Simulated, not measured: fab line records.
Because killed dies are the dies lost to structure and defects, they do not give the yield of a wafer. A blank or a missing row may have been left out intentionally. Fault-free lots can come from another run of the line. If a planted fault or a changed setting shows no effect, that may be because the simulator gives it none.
fab line records	flow gf180mcu
record: lots: 24	wafers: 72	last-day: 34
route steps=602 shown CONTACT@288 M1@315 V1@336 M2@363
lots with no fault: from the same line, run without faults
start-h: start of the lot's first displayed wafer, in hours after the record's first day	wait-h: hours from the lot's prior step to this one	" repeats the value in the row above	L1.1+2: several wafers, shown together as one row	- no value, or no start given	* or withheld: withheld	< > ~ a bound
route shown NAME@n: names a module that has steps shown in the file, with the first one's number in the route	usual: the fault-free wafers' mean and standard deviation	same: alike in all rows	chamber/n: place in a boat	sites: the reading at each site	_std_site: how widely they spread, as a standard deviation	_edge_site: mean of outer sites minus mean of inner sites	radius-mm: how far each site lies from the wafer's centre	mask NAME#n: copy n	behind: the last tool/chamber to shape the wafer	hold: what put the lot on hold/how long, in hours/how the hold closed	device: transistor that didn't switch, given as n, p or np	end of line: tests of these same wafers at the route's end	step lacking rows: just its recipe	killed: count of dies lost to structure and defects at first sort (not the wafer's yield)	map: a wafer's dies, x killed, . not, _ none there
set.NAME: the run value of the setting; set.NAME@STEP: its run value at that earlier step	model.NAME: the simulator's own value behind a step, which no gauge read
a sample of lots followed through the steps of the route, with each step as a table and each wafer as a row
services: a tool's chamber out of use, with start hour (start-h, from the record's first day; less than 0 if before it), hours out, and reason
== steps ==
step: GF_CONTACT_THK_MEAS_01
recipe: reads: SiO2_of_CONTACT_CVD_00
usual: CONTACT_CVD_00_THK: 300/3.1
lot.wafer	tool	chamber	start-h	wait-h	CONTACT_CVD_00_THK[nm]
L074.1	film-metro-04	-	338.85	0.0	303
L074.2	"	-	"	"	303
L074.6	"	-	"	"	305
L075.2	film-metro-03	-	344.98	0.1	297
L075.4	"	-	"	"	299
L075.5	"	-	"	"	300
L076.4	film-metro-03	-	359.54	0.0	301
L076.5	"	-	"	"	303
L076.6	"	-	"	"	304
L077.2	film-metro-04	-	364.50	0.0	301
L077.3	"	-	"	"	297
L077.6	"	-	"	"	297
L078.1	film-metro-04	-	374.21	0.0	298
L078.2	"	-	"	"	299
L078.6	"	-	"	"	294
L079.1	film-metro-03	-	384.59	0.0	303
L079.3	"	-	"	"	300
L079.4	"	-	"	"	301
L080.1	film-metro-04	-	386.45	0.0	302
L080.3	"	-	"	"	301
L080.4	"	-	"	"	304
L081.2	film-metro-04	-	405.32	0.0	303
L081.4	"	-	"	"	298
L081.5	"	-	"	"	304
L082.1	film-metro-01	-	408.03	0.0	301
L082.5	"	-	"	"	300
L082.6	"	-	"	"	300
L083.2	film-metro-01	-	414.50	0.0	303
L083.4	"	-	"	"	303
L083.5	"	-	"	"	301
L084.3	film-metro-01	-	430.66	0.0	299
L084.4	"	-	"	"	304
L084.6	"	-	"	"	301
L085.1	film-metro-04	-	438.99	0.0	302
L085.2	"	-	"	"	300
L085.3	"	-	"	"	303
L086.3	film-metro-03	-	445.55	0.0	296
L086.4	"	-	"	"	293
L086.5	"	-	"	"	297
L087.4	film-metro-01	-	449.11	0.0	294
L087.5	"	-	"	"	297
L087.6	"	-	"	"	293
L088.4	film-metro-03	-	462.67	0.0	297
L088.5	"	-	"	"	301
L088.6	"	-	"	"	307
L089.1	film-metro-04	-	471.22	0.0	303
L089.3	"	-	"	"	295
L089.6	"	-	"	"	303
L090.1	film-metro-01	-	481.62	0.0	298
L090.2	"	-	"	"	297
L090.3	"	-	"	"	298
L091.4	film-metro-01	-	486.82	0.0	297
L091.5	"	-	"	"	302
L091.6	"	-	"	"	295
L092.2	film-metro-01	-	495.00	0.0	302
L092.3	"	-	"	"	302
L092.4	"	-	"	"	303
L093.1	film-metro-03	-	502.37	0.0	297
L093.3	"	-	"	"	294
L093.5	"	-	"	"	303
L094.1	film-metro-03	-	513.97	0.0	303
L094.4	"	-	"	"	300
L094.5	"	-	"	"	309
L095.1	film-metro-01	-	518.06	0.0	301
L095.4	"	-	"	"	298
L095.5	"	-	"	"	301
L096.2	film-metro-04	-	525.53	0.0	307
L096.4	"	-	"	"	300
L096.5	"	-	"	"	303
L097.2	film-metro-01	-	542.67	0.0	303
L097.3	"	-	"	"	304
L097.6	"	-	"	"	301
step: GF_M1_SPUTTER_00
recipe: material: Ti	target-thk-nm: 37.5	arriving-ion-energy-ev: 80	substrate-temp-c: 200	chamber-pressure-pa: 2	power-w: 4000	time-s: 150
usual: throttle-valve-pct: 30.1/1.5
lot.wafer	tool	chamber	start-h	wait-h	throttle-valve-pct
L074.1	pvd-sputter-01	-	362.55	0.2	30.3
L074.2	"	-	"	"	29.5
L074.6	"	-	"	"	30.3
L075.2	pvd-sputter-01	-	369.31	0.2	32.6
L075.4	"	-	"	"	29.5
L075.5	"	-	"	"	30.0
L076.4	pvd-sputter-03	-	383.78	0.1	29.9
L076.5	"	-	"	"	29.8
L076.6	"	-	"	"	32.6
L077.2	pvd-sputter-01	-	389.15	0.1	29.0
L077.3	"	-	"	"	30.2
L077.6	"	-	"	"	29.4
L078.1	pvd-sputter-03	-	398.85	0.2	29.9
L078.2	"	-	"	"	28.3
L078.6	"	-	"	"	28.5
L079.1	pvd-sputter-03	-	409.65	0.2	29.4
L079.3	"	-	"	"	32.6
L079.4	"	-	"	"	29.6
L080.1	pvd-sputter-03	-	411.75	0.2	32.8
L080.3	"	-	"	"	29.7
L080.4	"	-	"	"	29.5
L081.2	pvd-sputter-03	-	430.79	0.1	32.5
L081.4	"	-	"	"	29.5
L081.5	"	-	"	"	29.6
L082.1	pvd-sputter-02	-	433.44	0.2	31.9
L082.5	"	-	"	"	29.2
L082.6	"	-	"	"	28.0
L083.2	pvd-sputter-02	-	440.69	0.1	31.7
L083.4	"	-	"	"	28.3
L083.5	"	-	"	"	28.2
L084.3	pvd-sputter-02	-	456.41	0.2	29.5
L084.4	"	-	"	"	27.9
L084.6	"	-	"	"	30.8
L085.1	pvd-sputter-02	-	465.66	0.2	29.4
L085.2	"	-	"	"	31.6
L085.3	"	-	"	"	28.6
L086.3	pvd-sputter-01	-	471.64	0.1	29.0
L086.4	"	-	"	"	30.1
L086.5	"	-	"	"	32.4
L087.4	pvd-sputter-03	-	474.81	0.2	28.3
L087.5	"	-	"	"	29.3
L087.6	"	-	"	"	29.5
L088.4	pvd-sputter-02	-	488.94	0.1	31.8
L088.5	"	-	"	"	28.1
L088.6	"	-	"	"	29.3
L089.1	pvd-sputter-02	-	496.64	0.1	29.5
L089.3	"	-	"	"	32.0
L089.6	"	-	"	"	29.4
L090.1	pvd-sputter-01	-	507.16	0.2	30.0
L090.2	"	-	"	"	32.5
L090.3	"	-	"	"	29.3
L091.4	pvd-sputter-01	-	512.73	0.2	29.0
L091.5	"	-	"	"	29.1
L091.6	"	-	"	"	29.4
L092.2	pvd-sputter-02	-	519.59	0.1	29.3
L092.3	"	-	"	"	30.3
L092.4	"	-	"	"	31.6
L093.1	pvd-sputter-02	-	528.04	0.2	28.2
L093.3	"	-	"	"	29.3
L093.5	"	-	"	"	28.3
L094.1	pvd-sputter-02	-	539.06	0.2	32.1
L094.4	"	-	"	"	30.5
L094.5	"	-	"	"	28.3
L095.1	pvd-sputter-03	-	542.44	0.2	29.3
L095.4	"	-	"	"	28.2
L095.5	"	-	"	"	32.8
L096.2	pvd-sputter-01	-	549.97	0.2	29.1
L096.4	"	-	"	"	30.1
L096.5	"	-	"	"	29.3
L097.2	pvd-sputter-01	-	566.79	0.2	32.5
L097.3	"	-	"	"	29.3
L097.6	"	-	"	"	32.7
step: GF_V1_THK_MEAS_01
recipe: reads: SiO2_of_V1_CVD_00
usual: V1_CVD_00_THK: 600/6.5
lot.wafer	tool	chamber	start-h	wait-h	V1_CVD_00_THK[nm]
L074.1	film-metro-01	-	385.60	0.0	591
L074.2	"	-	"	"	587
L074.6	"	-	"	"	600
L075.2	film-metro-02	-	393.30	0.0	595
L075.4	"	-	"	"	596
L075.5	"	-	"	"	589
L076.4	film-metro-03	-	408.57	0.0	615
L076.5	"	-	"	"	602
L076.6	"	-	"	"	606
L077.2	film-metro-03	-	413.52	0.0	599
L077.3	"	-	"	"	590
L077.6	"	-	"	"	602
L078.1	film-metro-01	-	423.81	0.0	602
L078.2	"	-	"	"	599
L078.6	"	-	"	"	603
L079.1	film-metro-02	-	434.87	0.0	594
L079.3	"	-	"	"	594
L079.4	"	-	"	"	599
L080.1	film-metro-02	-	436.87	0.0	598
L080.3	"	-	"	"	600
L080.4	"	-	"	"	600
L081.2	film-metro-01	-	456.37	0.0	601
L081.4	"	-	"	"	600
L081.5	"	-	"	"	596
L082.1	film-metro-02	-	458.55	0.0	613
L082.5	"	-	"	"	608
L082.6	"	-	"	"	608
L083.2	film-metro-03	-	466.37	0.0	584
L083.4	"	-	"	"	594
L083.5	"	-	"	"	597
L084.3	film-metro-01	-	481.30	0.1	589
L084.4	"	-	"	"	591
L084.6	"	-	"	"	591
L085.1	film-metro-02	-	491.15	0.0	602
L085.2	"	-	"	"	602
L085.3	"	-	"	"	600
L086.3	film-metro-02	-	496.40	0.1	598
L086.4	"	-	"	"	597
L086.5	"	-	"	"	603
L087.4	film-metro-02	-	500.19	0.0	589
L087.5	"	-	"	"	600
L087.6	"	-	"	"	593
L088.4	film-metro-03	-	513.49	0.0	594
L088.5	"	-	"	"	597
L088.6	"	-	"	"	597
L089.1	film-metro-03	-	521.51	0.0	601
L089.3	"	-	"	"	599
L089.6	"	-	"	"	596
L090.1	film-metro-02	-	530.95	0.0	603
L090.2	"	-	"	"	604
L090.3	"	-	"	"	595
L091.4	film-metro-02	-	536.73	0.0	591
L091.5	"	-	"	"	603
L091.6	"	-	"	"	595
L092.2	film-metro-03	-	544.01	0.0	615
L092.3	"	-	"	"	617
L092.4	"	-	"	"	611
L093.1	film-metro-02	-	551.61	0.0	601
L093.3	"	-	"	"	596
L093.5	"	-	"	"	602
L094.1	film-metro-03	-	562.94	0.0	604
L094.4	"	-	"	"	609
L094.5	"	-	"	"	602
L095.1	film-metro-01	-	565.59	0.0	598
L095.4	"	-	"	"	600
L095.5	"	-	"	"	603
L096.2	film-metro-02	-	573.05	0.0	603
L096.4	"	-	"	"	593
L096.5	"	-	"	"	601
L097.2	film-metro-01	-	590.00	0.0	596
L097.3	"	-	"	"	597
L097.6	"	-	"	"	594
step: GF_V1_CVD_02
recipe: material: SiO2	target-thk-nm: 850	precursor: TEOS	temp-c: 400	time-s: 94.851	rf-w: 600
usual: heater-power-w: 651/140	susceptor-temp-C: 400.01/0.22
lot.wafer	tool	chamber	start-h	wait-h	heater-power-w	since-wet-clean-h	susceptor-temp-C
L074.1	pecvd-01	2	385.66	0.1	499	419	400.09
L074.2	"	1	"	"	741	419	399.96
L074.6	"	0	"	"	761	-	399.85
L075.2	pecvd-02	0	393.35	0.0	598	219	400.09
L075.4	"	1	"	"	851	-	400.36
L075.5	"	2	"	"	476	-	400.26
L076.4	pecvd-02	1	408.63	0.1	841	-	399.97
L076.5	"	2	"	"	416	-	400.11
L076.6	"	0	"	"	673	-	399.95
L077.2	pecvd-02	2	413.57	0.0	504	239	400.24
L077.3	"	1	"	"	793	239	400.11
L077.6	"	2	"	"	522	-	400.27
L078.1	pecvd-02	2	423.87	0.1	473	249	400.16
L078.2	"	1	"	"	787	249	399.95
L078.6	"	0	"	"	552	-	399.63
L079.1	pecvd-01	2	434.93	0.1	470	469	400.00
L079.3	"	0	"	"	635	469	399.99
L079.4	"	1	"	"	813	-	400.23
L080.1	pecvd-02	0	436.93	0.1	661	262	399.81
L080.3	"	1	"	"	804	262	400.14
L080.4	"	0	"	"	697	-	399.92
L081.2	pecvd-01	2	456.42	0.0	591	490	399.75
L081.4	"	0	"	"	724	-	400.05
L081.5	"	2	"	"	445	-	399.94
L082.1	pecvd-02	0	458.61	0.1	602	284	399.90
L082.5	"	0	"	"	651	-	400.15
L082.6	"	2	"	"	406	-	400.03
L083.2	pecvd-03	0	466.42	0.0	757	708	399.80
L083.4	"	1	"	"	484	-	400.28
L083.5	"	2	"	"	601	-	399.91
L084.3	pecvd-02	0	481.34	0.0	704	307	400.09
L084.4	"	1	"	"	928	-	399.95
L084.6	"	0	"	"	587	-	400.17
L085.1	pecvd-01	2	491.21	0.1	577	525	399.81
L085.2	"	1	"	"	802	525	399.48
L085.3	"	0	"	"	740	525	400.21
L086.3	pecvd-02	1	496.44	0.0	857	322	399.98
L086.4	"	2	"	"	510	-	400.21
L086.5	"	0	"	"	692	-	400.48
L087.4	pecvd-03	0	500.25	0.1	716	-	400.36
L087.5	"	1	"	"	412	-	400.00
L087.6	"	2	"	"	692	-	399.76
L088.4	pecvd-02	0	513.56	0.1	571	-	400.16
L088.5	"	2	"	"	416	-	400.07
L088.6	"	1	"	"	873	-	399.60
L089.1	pecvd-03	0	521.57	0.1	634	763	400.25
L089.3	"	1	"	"	441	763	400.40
L089.6	"	1	"	"	483	-	399.77
L090.1	pecvd-02	1	531.01	0.1	810	356	399.80
L090.2	"	2	"	"	515	356	399.61
L090.3	"	0	"	"	696	356	399.99
L091.4	pecvd-01	0	536.79	0.1	721	-	399.86
L091.5	"	1	"	"	790	-	400.37
L091.6	"	2	"	"	559	-	400.10
L092.2	pecvd-03	0	544.06	0.0	603	786	400.13
L092.3	"	2	"	"	661	786	400.28
L092.4	"	0	"	"	692	-	400.04
L093.1	pecvd-01	0	551.67	0.1	773	585	399.85
L093.3	"	1	"	"	761	585	399.66
L093.5	"	2	"	"	468	-	399.93
L094.1	pecvd-02	0	563.00	0.1	704	388	399.65
L094.4	"	0	"	"	575	-	400.25
L094.5	"	1	"	"	735	-	399.99
L095.1	pecvd-02	0	565.65	0.1	654	391	400.12
L095.4	"	0	"	"	708	-	399.95
L095.5	"	1	"	"	714	-	399.87
L096.2	pecvd-03	2	573.10	0.0	729	815	400.26
L096.4	"	1	"	"	410	-	399.84
L096.5	"	2	"	"	754	-	400.16
L097.2	pecvd-03	1	590.05	0.0	418	832	400.29
L097.3	"	2	"	"	664	832	400.22
L097.6	"	1	"	"	478	-	399.83
step: GF_V1_OVL_MEAS_15
usual: V1_OVL: 3/5.2
lot.wafer	tool	chamber	start-h	wait-h	V1_OVL[nm]
L074.1	overlay-02	-	409.74	0.1	7
L074.2	"	-	"	"	1
L074.6	"	-	"	"	3
L075.2	overlay-02	-	417.60	0.1	12
L075.4	"	-	"	"	6
L075.5	"	-	"	"	10
L076.4	overlay-02	-	433.28	0.1	6
L076.5	"	-	"	"	3
L076.6	"	-	"	"	3
L077.2	overlay-01	-	438.40	0.1	2
L077.3	"	-	"	"	2
L077.6	"	-	"	"	7
L078.1	overlay-02	-	448.97	0.1	-4
L078.2	"	-	"	"	-1
L078.6	"	-	"	"	-4
L079.1	overlay-02	-	460.07	0.1	-5
L079.3	"	-	"	"	-3
L079.4	"	-	"	"	6
L080.1	overlay-02	-	462.57	0.1	3
L080.3	"	-	"	"	6
L080.4	"	-	"	"	10
L081.2	overlay-01	-	481.02	0.1	6
L081.4	"	-	"	"	3
L081.5	"	-	"	"	9
L082.1	overlay-01	-	483.27	0.1	-1
L082.5	"	-	"	"	-4
L082.6	"	-	"	"	5
L083.2	overlay-02	-	490.90	0.1	-4
L083.4	"	-	"	"	-10
L083.5	"	-	"	"	-2
L084.3	overlay-01	-	505.82	0.1	4
L084.4	"	-	"	"	-2
L084.6	"	-	"	"	-5
L085.1	overlay-02	-	514.62	0.1	-10
L085.2	"	-	"	"	-2
L085.3	"	-	"	"	-7
L086.3	overlay-02	-	520.38	0.1	2
L086.4	"	-	"	"	-6
L086.5	"	-	"	"	5
L087.4	overlay-02	-	523.71	0.1	0
L087.5	"	-	"	"	-2
L087.6	"	-	"	"	2
L088.4	overlay-02	-	537.18	0.1	6
L088.5	"	-	"	"	7
L088.6	"	-	"	"	9
L089.1	overlay-02	-	544.67	0.1	8
L089.3	"	-	"	"	8
L089.6	"	-	"	"	7
L090.1	overlay-02	-	554.06	0.1	1
L090.2	"	-	"	"	-3
L090.3	"	-	"	"	-3
L091.4	overlay-01	-	559.88	0.1	10
L091.5	"	-	"	"	-1
L091.6	"	-	"	"	1
L092.2	overlay-01	-	567.17	0.1	1
L092.3	"	-	"	"	9
L092.4	"	-	"	"	3
L093.1	overlay-02	-	573.82	0.1	1
L093.3	"	-	"	"	0
L093.5	"	-	"	"	2
L094.1	overlay-02	-	585.11	0.1	-3
L094.4	"	-	"	"	4
L094.5	"	-	"	"	-2
L095.1	overlay-01	-	587.54	0.1	-1
L095.4	"	-	"	"	-4
L095.5	"	-	"	"	4
L096.2	overlay-02	-	595.30	0.1	6
L096.4	"	-	"	"	11
L096.5	"	-	"	"	5
L097.2	overlay-02	-	611.77	0.1	2
L097.3	"	-	"	"	-2
L097.6	"	-	"	"	1
step: GF_M2_SPUTTER_01
recipe: material: TiN	target-thk-nm: 30	power-w: 6500	time-s: 25	chamber-pressure-pa: 0.4
usual: throttle-valve-pct: 29.9/1.3
lot.wafer	tool	chamber	start-h	wait-h	throttle-valve-pct
L074.1	pvd-sputter-01	-	411.23	0.1	29.4
L074.2	"	-	"	"	30.2
L074.6	"	-	"	"	32.2
L075.2	pvd-sputter-01	-	419.08	0.1	29.0
L075.4	"	-	"	"	29.1
L075.5	"	-	"	"	29.4
L076.4	pvd-sputter-01	-	434.76	0.1	32.6
L076.5	"	-	"	"	29.1
L076.6	"	-	"	"	29.3
L077.2	pvd-sputter-01	-	439.88	0.1	30.1
L077.3	"	-	"	"	29.5
L077.6	"	-	"	"	28.9
L078.1	pvd-sputter-04	-	450.47	0.1	29.2
L078.2	"	-	"	"	29.6
L078.6	"	-	"	"	28.8
L079.1	pvd-sputter-04	-	461.57	0.1	28.7
L079.3	"	-	"	"	28.9
L079.4	"	-	"	"	29.9
L080.1	pvd-sputter-01	-	464.07	0.1	30.0
L080.3	"	-	"	"	29.2
L080.4	"	-	"	"	32.3
L081.2	pvd-sputter-02	-	482.51	0.1	31.8
L081.4	"	-	"	"	28.0
L081.5	"	-	"	"	31.8
L082.1	pvd-sputter-01	-	484.76	0.1	29.2
L082.5	"	-	"	"	30.0
L082.6	"	-	"	"	29.5
L083.2	pvd-sputter-01	-	492.38	0.1	29.2
L083.4	"	-	"	"	29.4
L083.5	"	-	"	"	29.9
L084.3	pvd-sputter-02	-	507.30	0.1	27.9
L084.4	"	-	"	"	29.4
L084.6	"	-	"	"	31.9
L085.1	pvd-sputter-02	-	516.11	0.1	29.3
L085.2	"	-	"	"	27.9
L085.3	"	-	"	"	30.4
L086.3	pvd-sputter-01	-	521.86	0.1	32.7
L086.4	"	-	"	"	29.6
L086.5	"	-	"	"	29.6
L087.4	pvd-sputter-01	-	525.18	0.1	30.0
L087.5	"	-	"	"	32.4
L087.6	"	-	"	"	28.9
L088.4	pvd-sputter-01	-	538.69	0.1	29.5
L088.5	"	-	"	"	29.0
L088.6	"	-	"	"	29.4
L089.1	pvd-sputter-02	-	546.16	0.1	31.8
L089.3	"	-	"	"	29.5
L089.6	"	-	"	"	29.3
L090.1	pvd-sputter-02	-	555.55	0.1	30.5
L090.2	"	-	"	"	29.3
L090.3	"	-	"	"	31.4
L091.4	pvd-sputter-04	-	561.35	0.1	29.0
L091.5	"	-	"	"	28.8
L091.6	"	-	"	"	28.8
L092.2	pvd-sputter-02	-	568.65	0.1	28.1
L092.3	"	-	"	"	31.7
L092.4	"	-	"	"	29.3
L093.1	pvd-sputter-02	-	575.31	0.1	28.1
L093.3	"	-	"	"	30.7
L093.5	"	-	"	"	30.6
L094.1	pvd-sputter-01	-	586.60	0.1	30.2
L094.4	"	-	"	"	28.9
L094.5	"	-	"	"	29.9
L095.1	pvd-sputter-04	-	589.07	0.1	29.7
L095.4	"	-	"	"	29.2
L095.5	"	-	"	"	28.7
L096.2	pvd-sputter-04	-	596.78	0.1	28.8
L096.4	"	-	"	"	28.8
L096.5	"	-	"	"	29.0
L097.2	pvd-sputter-04	-	613.25	0.1	28.8
L097.3	"	-	"	"	29.1
L097.6	"	-	"	"	29.1
== services ==
tool	chamber	start-h	hours	kind
pecvd-01	-	382.73	0.6	repair
pecvd-01	-	390.02	1.2	repair
pvd-sputter-04	-	391.30	1.9	repair
pvd-sputter-01	-	391.92	4.0	repair
pvd-sputter-01	2	415.26	-	consumable-replace:kit
pvd-sputter-01	2	415.26	18.0	scheduled-down
pvd-sputter-01	2	415.26	18.0	vent-cycle
pvd-sputter-02	-	434.48	1.1	repair
pvd-sputter-04	-	469.33	85.3	repair
pvd-sputter-03	-	476.62	1.5	repair
pecvd-02	2	502.97	5.1	repair
pecvd-02	-	505.06	6.0	pm
pvd-sputter-04	-	520.45	4.7	repair
pvd-sputter-01	-	523.33	1.2	repair
pecvd-03	-	529.22	4.3	pm
pvd-sputter-02	-	548.33	4.6	repair
pvd-sputter-01	1	572.28	-	consumable-replace:kit
pvd-sputter-01	1	572.28	18.0	scheduled-down
pvd-sputter-01	1	572.28	18.0	vent-cycle
pvd-sputter-02	-	583.26	6.2	repair
pecvd-01	-	584.37	0.5	repair
pecvd-03	-	591.12	14.0	pm
pvd-sputter-03	-	593.78	9.8	repair
pecvd-02	-	601.20	2.8	pm
== key ==
fault none
